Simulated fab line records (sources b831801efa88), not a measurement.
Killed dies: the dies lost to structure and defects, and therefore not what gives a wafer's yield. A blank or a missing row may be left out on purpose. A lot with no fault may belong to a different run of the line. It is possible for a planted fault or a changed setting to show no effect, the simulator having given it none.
fab line records ; flow sky130
record lots=6; wafers=18; lastDay=49
route steps=708 shown POLY_GATE@233 LDD_N@237 LDD_P@255 PAD_OPEN@708
lots that met no fault: taken from a fault-free run of the same line
startH: the number of hours between the record's first day and the start of the first shown wafer of the lot ; waitH: hours elapsed since this lot's preceding step ; " unchanged from the row above ; L1.1+2: one row covering several wafers at once ; - value missing, or start not given ; * or withheld: withheld ; < > ~ a bound
route shown NAME@n: a module of which the file shows steps, and the number in the route of the first ; usual: average and standard deviation across the fault-free wafers ; same: alike in all rows ; chamber/n: place in a boat ; sites: readings site by site ; _std_site: standard deviation of those values ; _edge_site: the outer-site mean with the inner-site mean subtracted ; radiusMm: how far each site lies from the wafer's centre ; mask NAME#n: copy n ; behind: tool/chamber where the wafer was last shaped ; hold: what put the lot on hold/how long, in hours/how the hold closed ; device: whichever transistor did not switch (one of n, p or np) ; end of line: the tests these same wafers got at the end of their route ; where a step has no rows: the recipe by itself ; killed: the dies lost at the first sort to structure and to defects; this is not the yield of the wafer ; map: shows each die of a wafer: x if killed, . if not, _ if none is there
set.NAME: the setting that was run; set.NAME@STEP: the one run at that earlier step ; model.NAME: the simulator's own value behind a step, which no gauge read
lots seen at some steps along the route; tables by step, rows by wafer
services: the hour from which a tool's chamber was out of use, counted from the record's first day as startH (under 0 if before that day), plus the number of hours and why
## steps
# step SKY_POLY_GATE_CLEAN_19
# recipe chemistry=SC1/SC2; mix=1:4:20; tempC=70; timeS=150; dry=n2Spin
# step SKY_POLY_GATE_OXIDATION_20
# recipe tempC=850; ambient=O2; stabiliseS=600; purgeS=300; targetThkA=40; oxTimeS=899
# step SKY_POLY_GATE_THK_MEAS_21
# recipe reads=SiO2_of_POLY_GATE_OXIDATION_20
# usual POLY_GATE_OXIDATION_THK=4.02/0.071
lot.wafer;tool;chamber;startH;waitH;POLY_GATE_OXIDATION_THK[nm]
L725.2;filmMetro-03;-;376.22;0.0;3.93
L725.3;filmMetro-03;-;376.22;0.0;3.97
L725.5;filmMetro-03;-;376.22;0.0;3.92
L736.2;filmMetro-04;-;469.50;0.1;4.03
L736.3;filmMetro-04;-;469.50;0.1;3.98
L736.5;filmMetro-04;-;469.50;0.1;4.00
L740.1;filmMetro-01;-;523.36;0.0;4.00
L740.2;filmMetro-01;-;523.36;0.0;3.97
L740.5;filmMetro-01;-;523.36;0.0;4.04
L742.1;filmMetro-01;-;534.01;0.0;4.07
L742.2;filmMetro-01;-;534.01;0.0;4.06
L742.3;filmMetro-01;-;534.01;0.0;4.10
L743.1;filmMetro-03;-;537.37;0.0;3.99
L743.3;filmMetro-03;-;537.37;0.0;3.96
L743.4;filmMetro-03;-;537.37;0.0;4.04
L744.2;filmMetro-04;-;543.98;0.0;4.07
L744.3;filmMetro-04;-;543.98;0.0;4.07
L744.6;filmMetro-04;-;543.98;0.0;3.93
# step SKY_POLY_GATE_CD_MEAS_22
# usual cdNm=149.0/2.4
lot.wafer;tool;chamber;startH;waitH;cdNm
L725.2;cdSem-02;-;376.30;0.1;151.8
L725.3;cdSem-02;-;376.30;0.1;147.6
L725.5;cdSem-02;-;376.30;0.1;154.2
L736.2;cdSem-01;-;469.69;0.2;148.9
L736.3;cdSem-01;-;469.69;0.2;144.9
L736.5;cdSem-01;-;469.69;0.2;145.7
L740.1;cdSem-02;-;523.42;0.1;146.6
L740.2;cdSem-02;-;523.42;0.1;151.0
L740.5;cdSem-02;-;523.42;0.1;148.7
L742.1;cdSem-02;-;534.07;0.1;145.1
L742.2;cdSem-02;-;534.07;0.1;148.4
L742.3;cdSem-02;-;534.07;0.1;147.2
L743.1;cdSem-02;-;537.43;0.1;147.9
L743.3;cdSem-02;-;537.43;0.1;148.5
L743.4;cdSem-02;-;537.43;0.1;151.6
L744.2;cdSem-02;-;544.05;0.1;153.2
L744.3;cdSem-02;-;544.05;0.1;149.3
L744.6;cdSem-02;-;544.05;0.1;151.0
# step SKY_LDD_N_DEHYDRATE_00
# recipe tempC=200; timeS=60
# step SKY_LDD_N_HMDS_01
# recipe primeTimeS=60; primeTempC=120
# step SKY_LDD_N_COAT_02
# recipe resist=NOVOLAK; spinRpm=3000; resistThkNm=300
# step SKY_LDD_N_SOFTBAKE_03
# recipe tempC=90; timeS=60; resist=NOVOLAK
# step SKY_LDD_N_EXPOSE_04
# recipe maskId=NTM; targetCdNm=840; na=0.6; sourceShape=conventional; sigmaOuter=0.6; doseMj=110
# step SKY_LDD_N_PEB_05
# recipe tempC=withheld; timeS=*; resist=NOVOLAK
# step SKY_LDD_N_DEVELOP_06
# recipe developTimeS=60; devTempC=23
# step SKY_LDD_N_OVL_MEAS_07
# usual LDD_N_OVL=0.2/1.2
lot.wafer;tool;chamber;startH;waitH;LDD_N_OVL[nm]
L725.2;overlay-02;-;404.79;0.1;-0.3
L725.3;overlay-02;-;404.79;0.1;0.8
L725.5;overlay-02;-;404.79;0.1;-0.4
L736.2;overlay-01;-;500.27;0.1;0.8
L736.3;overlay-01;-;500.27;0.1;-2.7
L736.5;overlay-01;-;500.27;0.1;-1.2
L740.1;overlay-01;-;553.82;0.1;1.9
L740.2;overlay-01;-;553.82;0.1;2.1
L740.5;overlay-01;-;553.82;0.1;1.4
L742.1;overlay-01;-;564.17;0.1;0.8
L742.2;overlay-01;-;564.17;0.1;0.5
L742.3;overlay-01;-;564.17;0.1;0.1
L743.1;overlay-01;-;566.87;0.1;0.8
L743.3;overlay-01;-;566.87;0.1;0.0
L743.4;overlay-01;-;566.87;0.1;0.2
L744.2;overlay-02;-;573.53;0.1;0.2
L744.3;overlay-02;-;573.53;0.1;-0.5
L744.6;overlay-02;-;573.53;0.1;-0.2
# step SKY_LDD_N_IMPLANT_08
# recipe species=As; energyKev=20; doseCm2=7.5e+13; tiltDeg=withheld; rotationDeg=23
# usual beamOnS=9.98/0.18; doseIonsCm2=7.501e+13/7.8e+10; faradayCurrentUA=424/7.4
lot.wafer;tool;chamber;startH;waitH;beamOnS;doseIonsCm2;faradayCurrentUA
L725.2;implanter-01;0;404.84;0.0;10.00;7.508e+13;424
L725.3;implanter-01;0;404.84;0.0;9.79;7.516e+13;432
L725.5;implanter-01;0;404.84;0.0;9.88;7.51e+13;429
L736.2;implanter-02;0;500.33;0.0;9.84;7.503e+13;428
L736.3;implanter-02;0;500.33;0.0;9.88;7.495e+13;429
L736.5;implanter-02;0;500.33;0.0;10.05;7.494e+13;418
L740.1;implanter-01;0;553.86;0.0;10.27;7.501e+13;413
L740.2;implanter-01;0;553.86;0.0;10.03;7.491e+13;422
L740.5;implanter-01;0;553.86;0.0;10.16;7.501e+13;417
L742.1;implanter-02;0;564.20;0.0;60.90;5.8412e+14;540
L742.2;implanter-02;0;564.20;0.0;61.64;5.8413e+14;535
L742.3;implanter-02;0;564.20;0.0;62.58;5.8407e+14;529
L743.1;implanter-02;0;566.91;0.0;61.71;5.8406e+14;535
L743.3;implanter-02;0;566.91;0.0;59.92;5.8403e+14;549
L743.4;implanter-02;0;566.91;0.0;60.15;5.8405e+14;547
L744.2;implanter-04;0;573.58;0.0;9.85;7.501e+13;429
L744.3;implanter-04;0;573.58;0.0;10.05;7.505e+13;424
L744.6;implanter-04;0;573.58;0.0;9.95;7.492e+13;424
# step SKY_LDD_N_IMPLANT_09
# recipe species=As; energyKev=20; doseCm2=7.5e+13; tiltDeg=withheld; rotationDeg=113
# step SKY_LDD_N_IMPLANT_10
# recipe species=As; energyKev=20; doseCm2=7.5e+13; tiltDeg=withheld; rotationDeg=203
# step SKY_LDD_N_IMPLANT_11
# recipe species=As; energyKev=20; doseCm2=7.5e+13; tiltDeg=withheld; rotationDeg=293
# step SKY_LDD_N_IMPLANT_12
# recipe species=BF2; energyKev=50; doseCm2=5e+12; tiltDeg=30; rotationDeg=0
# step SKY_LDD_N_IMPLANT_13
# recipe species=BF2; energyKev=50; doseCm2=5e+12; tiltDeg=30; rotationDeg=90
# step SKY_LDD_N_IMPLANT_14
# recipe species=BF2; energyKev=50; doseCm2=5e+12; tiltDeg=30; rotationDeg=180
# step SKY_LDD_N_IMPLANT_15
# recipe species=BF2; energyKev=50; doseCm2=5e+12; tiltDeg=30; rotationDeg=270
# step SKY_LDD_N_STRIP_16
# recipe chemistry=O2/N2; powerW=1400; pressureMtorr=1500; platenTempC=withheld; o2FlowSccm=3000; n2FlowSccm=300; overashFraction=0.5
# usual drypumpMotorCurrentA=5.6/0.54; oesProductAu=0.407/0.0046; stripTimeToEndpointS=4.319/0.015
lot.wafer;tool;chamber;startH;waitH;drypumpMotorCurrentA;oesProductAu;rfHoursCounterH;stripTimeToEndpointS
L725.2;plasmaAsher-03;0;406.02;0.1;5.0;0.416;30;4.332
L725.3;plasmaAsher-03;1;406.02;0.1;5.9;0.408;-;4.321
L725.5;plasmaAsher-03;0;406.02;0.1;5.1;0.410;-;4.352
L736.2;plasmaAsher-02;0;501.50;0.1;6.8;0.393;7;4.323
L736.3;plasmaAsher-02;0;501.50;0.1;6.8;0.414;-;4.301
L736.5;plasmaAsher-02;1;501.50;0.1;5.3;0.408;-;4.321
L740.1;plasmaAsher-02;0;555.06;0.1;6.7;0.408;12;4.306
L740.2;plasmaAsher-02;1;555.06;0.1;5.3;0.409;12;4.322
L740.5;plasmaAsher-02;0;555.06;0.1;6.8;0.404;-;4.339
L742.1;plasmaAsher-03;0;565.40;0.1;5.0;0.410;46;5.478
L742.2;plasmaAsher-03;1;565.40;0.1;5.9;0.412;46;5.468
L742.3;plasmaAsher-03;0;565.40;0.1;5.1;0.406;-;5.500
L743.1;plasmaAsher-02;0;568.11;0.1;6.7;0.399;14;5.476
L743.3;plasmaAsher-02;1;568.11;0.1;5.3;0.414;-;5.451
L743.4;plasmaAsher-02;0;568.11;0.1;6.7;0.410;-;5.449
L744.2;plasmaAsher-04;1;574.76;0.1;5.1;0.400;72;4.326
L744.3;plasmaAsher-04;0;574.76;0.1;5.6;0.398;-;4.314
L744.6;plasmaAsher-04;0;574.76;0.1;5.6;0.405;-;4.320
# step SKY_LDD_N_TW_MEAS_17
# usual LDD_N_TW=2560/45
lot.wafer;tool;chamber;startH;waitH;LDD_N_TW
L725.2;filmMetro-02;-;406.13;0.1;2518
L725.3;filmMetro-02;-;406.13;0.1;2514
L725.5;filmMetro-02;-;406.13;0.1;2517
L736.2;filmMetro-02;-;501.61;0.1;2515
L736.3;filmMetro-02;-;501.61;0.1;2521
L736.5;filmMetro-02;-;501.61;0.1;2503
L740.1;filmMetro-02;-;555.16;0.1;2540
L740.2;filmMetro-02;-;555.16;0.1;2539
L740.5;filmMetro-02;-;555.16;0.1;2536
L742.1;filmMetro-04;-;565.50;0.1;3014
L742.2;filmMetro-04;-;565.50;0.1;3012
L742.3;filmMetro-04;-;565.50;0.1;3022
L743.1;filmMetro-01;-;568.21;0.1;2948
L743.3;filmMetro-01;-;568.21;0.1;2966
L743.4;filmMetro-01;-;568.21;0.1;2944
L744.2;filmMetro-04;-;574.87;0.1;2633
L744.3;filmMetro-04;-;574.87;0.1;2630
L744.6;filmMetro-04;-;574.87;0.1;2612
# step SKY_LDD_P_DEHYDRATE_00
# recipe tempC=200; timeS=60
# step SKY_PAD_OPEN_PROBE_99
# usual killed_at_M0_to_M3=43/7.2; killed_at_M4_up=3.5/2; killedAtContacts=24/5.2; killedAtFrontEnd=15/4.4; killedAtOther=0.2/0.48; killedDies=85/9.4; killedOpen=46/7.3; killedShort=39/6.1
# same grossDies=492; killedAtBackSide=0
lot.wafer;tool;chamber;startH;waitH;killed_at_M0_to_M3;killed_at_M4_up;killedAtContacts;killedAtFrontEnd;killedAtOther;killedDies;killedOpen;killedShort;model.etest.tipN.rsOhmSq;model.etest.nfet_01v8.rOnOhmUm;model.etest.nfet_01v8_lvt.driveUaUm;model.etest.nfet_01v8.driveUaUm;model.etest.nfet_01v8_turned.driveUaUm;model.etest.sramNfetPass.driveUaUm;model.etest.nfet_01v8_swapped.driveUaUm;model.etest.ring_1v8.delayPs
L725.2;prober-02;-;1081.27;0.1;42;6;30;16;0;94;53;39;438.4;835.3;575.1;498.4;501.5;456.6;503.4;21.75
L725.3;prober-02;-;1081.32;0.2;59;4;17;13;0;93;49;44;439;827.8;581.6;509.8;513.9;483.2;515.8;20.95
L725.5;prober-02;-;1081.42;0.2;42;0;25;7;0;74;50;24;438.4;835.1;576;507.4;508;485.3;507.1;21.93
L736.2;prober-02;-;1127.20;0.1;48;7;21;10;0;86;39;47;444.2;833.7;578.2;500.9;506.6;465.8;504.1;21.03
L736.3;prober-02;-;1127.25;0.2;39;3;18;12;0;72;43;29;439.4;821.4;577.5;508.8;510.5;468.5;508.4;20.61
L736.5;prober-02;-;1127.35;0.2;28;2;17;21;0;68;34;34;441.4;839.8;569.3;495.1;499.6;458.1;496.8;20.41
L740.1;prober-01;-;1166.58;0.1;33;5;28;11;0;77;55;22;443.8;816.1;588.7;514.7;515.5;464.1;513.4;20.29
L740.2;prober-01;-;1166.63;0.1;47;1;20;20;0;88;43;45;444.7;838.2;580.3;500.7;503;483.8;508.2;21.28
L740.5;prober-01;-;1166.78;0.2;38;2;28;19;0;87;43;43;446.4;830.3;583.4;509.7;509.2;462.3;513.9;20.49
L742.1;prober-02;-;1169.61;0.1;35;3;18;15;0;71;38;33;266.1;736.8;652.5;579.7;581.6;539.5;561.2;20.02
L742.2;prober-02;-;1169.66;0.1;47;4;25;17;0;93;54;39;266.7;764.6;643.3;562.8;565.7;537.3;555.3;20.43
L742.3;prober-02;-;1169.71;0.2;52;4;21;20;0;97;54;43;264.8;752.6;646.2;568;565.7;544.6;554.9;20.19
L743.1;prober-01;-;1172.35;0.1;40;0;21;10;0;71;41;30;269.2;777.5;630.6;558.8;559.6;539.1;540.3;19.94
L743.3;prober-01;-;1172.45;0.2;38;1;26;11;0;76;46;30;267.1;768.2;643.4;564.2;564.9;557.5;548.2;20
L743.4;prober-01;-;1172.50;0.2;41;2;25;12;0;80;41;39;268.7;779;623.8;543.9;540.1;529;530.4;20.49
L744.2;prober-02;-;1187.79;0.1;39;1;30;19;0;89;48;41;440.2;854.6;555.5;484.6;492.4;461;489.8;22.43
L744.3;prober-02;-;1187.84;0.2;39;3;22;21;1;86;41;41;434.9;828.7;570.4;507.1;499.4;465.9;497.9;21.32
L744.6;prober-02;-;1187.99;0.2;50;2;19;14;0;85;37;48;434.3;833.9;564.1;495.9;500.6;473.8;499.2;21.84
# killed by level:class
L725.2 VIA2:geometricParticle:open=10 LI_CONTACT:geometricParticle:open=10 CONTACT:geometricParticle:open=10 METAL1:geometricParticle:short=6 VIA1:geometricParticle:open=6 FIELD_ISO:geometricParticle:short=5 VIA3:geometricParticle:short=5 CONTACT:geometricParticle:short=5
L725.3 VIA1:geometricParticle:open=18 VIA3:geometricParticle:short=10 VIA2:geometricParticle:open=10 LOCAL_INTERCONNECT:geometricParticle:short=5 CONTACT:geometricParticle:open=5 METAL1:geometricParticle:short=5 FIELD_ISO:geometricParticle:short=4 FIELD_ISO:geometricParticle:open=4
L725.5 VIA1:geometricParticle:open=18 CONTACT:geometricParticle:open=10 VIA2:geometricParticle:open=6 LI_CONTACT:geometricParticle:open=5 VIA3:geometricParticle:open=5 POLY_GATE:geometricParticle:short=4 CONTACT:geometricParticle:short=4 LI_CONTACT:geometricParticle:short=3
L736.2 VIA2:geometricParticle:open=12 METAL2:geometricParticle:short=9 VIA1:geometricParticle:open=7 CONTACT:geometricParticle:open=6 METAL4:geometricParticle:short=6 LOCAL_INTERCONNECT:geometricParticle:short=5 VIA1:geometricParticle:short=5 METAL1:geometricParticle:short=4
L736.3 VIA1:geometricParticle:open=12 CONTACT:geometricParticle:open=8 METAL1:geometricParticle:short=5 POLY_GATE:geometricParticle:open=4 METAL2:geometricParticle:short=4 LI_CONTACT:geometricParticle:open=4 VIA1:geometricParticle:short=4 FIELD_ISO:geometricParticle:open=3
L736.5 CONTACT:geometricParticle:open=9 FIELD_ISO:geometricParticle:open=8 POLY_GATE:geometricParticle:short=6 METAL1:geometricParticle:short=4 VIA1:geometricParticle:open=4 METAL2:geometricParticle:short=4 SPACER:geometricParticle:short=3 CONTACT:geometricParticle:short=3
L740.1 LI_CONTACT:geometricParticle:open=12 VIA1:geometricParticle:open=11 CONTACT:geometricParticle:open=10 VIA2:geometricParticle:open=4 CONTACT:geometricParticle:short=4 FIELD_ISO:geometricParticle:open=3 POLY_CUT:geometricParticle:open=3 VIA1:geometricParticle:short=3
L740.2 VIA1:geometricParticle:open=13 CONTACT:geometricParticle:open=10 VIA1:geometricParticle:short=9 FIELD_ISO:geometricParticle:short=8 METAL1:geometricParticle:short=6 POLY_GATE:geometricParticle:short=5 METAL2:geometricParticle:short=5 LI_CONTACT:geometricParticle:open=4
L740.5 VIA1:geometricParticle:open=12 CONTACT:geometricParticle:open=10 POLY_GATE:geometricParticle:short=7 LOCAL_INTERCONNECT:geometricParticle:short=6 LI_CONTACT:geometricParticle:open=6 METAL1:geometricParticle:short=5 POLY_GATE:geometricParticle:open=5 CONTACT:geometricParticle:short=4
L742.1 VIA1:geometricParticle:open=9 CONTACT:geometricParticle:short=6 CONTACT:geometricParticle:open=6 VIA1:geometricParticle:short=6 VIA3:geometricParticle:open=6 METAL2:geometricParticle:short=5 FIELD_ISO:geometricParticle:open=4 LOCAL_INTERCONNECT:geometricParticle:short=4
L742.2 VIA1:geometricParticle:short=11 VIA1:geometricParticle:open=11 VIA3:geometricParticle:open=10 LI_CONTACT:geometricParticle:open=8 CONTACT:geometricParticle:open=6 POLY_GATE:geometricParticle:open=5 CONTACT:geometricParticle:short=5 VIA3:geometricParticle:short=4
L742.3 VIA1:geometricParticle:open=18 LI_CONTACT:geometricParticle:open=8 VIA3:geometricParticle:open=7 CONTACT:geometricParticle:open=6 VIA2:geometricParticle:open=6 FIELD_ISO:geometricParticle:open=5 FIELD_ISO:geometricParticle:short=5 CONTACT:geometricParticle:short=5
L743.1 VIA3:geometricParticle:open=8 CONTACT:geometricParticle:open=7 VIA1:geometricParticle:open=7 LI_CONTACT:geometricParticle:open=6 VIA2:geometricParticle:open=5 METAL1:geometricParticle:short=4 CONTACT:geometricParticle:short=4 VIA1:geometricParticle:short=4
L743.3 LI_CONTACT:geometricParticle:open=10 VIA1:geometricParticle:open=10 CONTACT:geometricParticle:open=6 LOCAL_INTERCONNECT:geometricParticle:short=5 METAL2:geometricParticle:short=5 VIA2:geometricParticle:open=5 VIA3:geometricParticle:open=5 FIELD_ISO:geometricParticle:short=4
L743.4 VIA1:geometricParticle:open=8 LI_CONTACT:geometricParticle:open=7 METAL2:geometricParticle:short=6 FIELD_ISO:geometricParticle:short=5 LI_CONTACT:geometricParticle:short=5 VIA2:geometricParticle:short=5 CONTACT:geometricParticle:open=5 METAL3:geometricParticle:open=4
L744.2 CONTACT:geometricParticle:open=15 VIA1:geometricParticle:open=8 METAL1:geometricParticle:short=8 METAL2:geometricParticle:short=8 POLY_GATE:geometricParticle:short=7 VIA3:geometricParticle:open=7 LI_CONTACT:geometricParticle:open=6 POLY_GATE:geometricParticle:open=4
L744.3 VIA1:geometricParticle:open=9 METAL2:geometricParticle:short=9 CONTACT:geometricParticle:open=7 VIA3:geometricParticle:open=6 FIELD_ISO:geometricParticle:short=5 LI_CONTACT:geometricParticle:open=5 VIA1:geometricParticle:short=5 POLY_GATE:geometricParticle:open=4
L744.6 VIA1:geometricParticle:open=12 CONTACT:geometricParticle:open=8 METAL2:geometricParticle:short=8 METAL1:geometricParticle:short=6 VIA1:geometricParticle:short=6 VIA3:geometricParticle:open=6 METAL3:geometricParticle:short=5 FIELD_ISO:geometricParticle:short=4
## services
tool;chamber;startH;hours;kind
implanter-04;-;385.70;3.9;repair
implanter-04;-;387.98;1.7;repair
implanter-04;-;418.89;2.5;pm
plasmaAsher-02;-;421.25;9.0;pm
plasmaAsher-02;0;421.25;9.0;ventCycle
plasmaAsher-02;1;421.25;9.0;ventCycle
plasmaAsher-02;0;430.25;-;clean
plasmaAsher-02;1;430.25;-;clean
plasmaAsher-03;-;444.97;2.4;repair
plasmaAsher-02;-;445.38;5.6;repair
implanter-01;-;458.98;1.2;repair
plasmaAsher-03;-;470.61;2.8;pm
plasmaAsher-04;-;503.49;2.8;pm
plasmaAsher-02;-;523.77;1.7;repair
implanter-04;-;526.60;5.0;repair
## key
firstSign step=SKY_LDD_N_IMPLANT_08; reading=doseIonsCm2; direction=up; sigmas=99+; usual=*; struck=*
effect step=SKY_LDD_N_IMPLANT_08; reading=beamOnS; direction=up; sigmas=99+; usual=9.98; struck=61.15
effect step=SKY_LDD_N_STRIP_16; reading=stripTimeToEndpointS; direction=up; sigmas=75; usual=*; struck=*
effect step=SKY_LDD_N_TW_MEAS_17; reading=LDD_N_TW; direction=up; sigmas=9.4; usual=2560; struck=2984
modelEffect step=SKY_PAD_OPEN_PROBE_99; value=etest.tipN.rsOhmSq; without=441.1; struck=267.1
metAt SKY_LDD_N_IMPLANT_08
struckWafers L742.1,L742.2,L742.3,L743.1,L743.3,L743.4
testerLeftOut L742,L743
onsetBetween 500.33 564.20
fault kind=processParameterDrift; tool=implanter-02; chamber=-; onsetH=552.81; steps=SKY_LDD_N_IMPLANT_08; channel=doseCm2; offset=*; shape=step; endH=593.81; actsIn=*; stated=*
# testerLeftOut: of these lots the tester's yield and bins aren't shown, on N5 and GAA mostly nor the transistor test; their killed dies are dies lost to structure and defects alone, not to doping, threshold or leakage, so they don't give the yield
